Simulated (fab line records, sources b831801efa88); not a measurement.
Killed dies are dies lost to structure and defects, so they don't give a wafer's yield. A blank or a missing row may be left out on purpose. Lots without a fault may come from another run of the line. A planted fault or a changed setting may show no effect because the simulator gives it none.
Chamber matching | flow sky130 | SKY_VIA3_CMP_02 on cmp-02: 4 sister chambers
The step polishes SiO2. 4 wafers are shown with their chamber, then 12 later ones without.

WAFERS WITH THEIR CHAMBER
wafer  | chamber | motor_current_A (A)
L084.6 | 3       | 13.6
L087.1 | 2       | 12.3
L087.3 | 1       | 12.4
L087.4 | 0       | 12.5

WAFERS WITHOUT THEIR CHAMBER
wafer  | motor_current_A (A)
L088.4 | 12.0
L088.5 | 12.7
L088.6 | 12.7
L090.1 | 12.3
L090.4 | 11.9
L090.6 | 12.6
L092.2 | 12.5
L092.3 | 13.6
L092.4 | 11.6
L094.1 | 12.3
L094.4 | 12.8
L094.5 | 12.2

WHICH CHAMBER EACH WENT THROUGH
wafer  | from the rows above               | in truth
L088.4 | can't be placed: 2 or 1 or 0      | 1
L088.5 | can't be placed: 0 or 1 or 2      | 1
L088.6 | can't be placed: 0 or 1 or 2      | 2
L090.1 | can't be placed: 2 or 1 or 0      | 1
L090.4 | can't be placed: 2 or 1 or 0      | 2
L090.6 | can't be placed: 0 or 1 or 2      | 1
L092.2 | can't be placed: 0 or 1 or 2      | 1
L092.3 | 3                                 | 3
L092.4 | can't be placed: 2 or 1 or 0      | 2
L094.1 | can't be placed: 2 or 1 or 0      | 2
L094.4 | can't be placed: 0 or 1 or 2 or 3 | 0
L094.5 | can't be placed: 2 or 1 or 0      | 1
Placed correctly: 1 of 12. Can't be placed from these rows: 11 (the true chamber is among the candidates in 11). Placed wrongly: 0.
How it was worked out, from the rows above alone: a wafer's distance from a chamber is the root of the sum, over the readings, of the square of ((its reading less the chamber's mean) divided by the reading's scatter). The wafer belongs to the nearest chamber; if the next one is less than 2 further off, it can't be placed. A chamber's mean is the mean of its shown wafers. The scatter: with one shown wafer a chamber, the root of the mean of the squares of how far each hidden wafer lies from its nearest shown one.
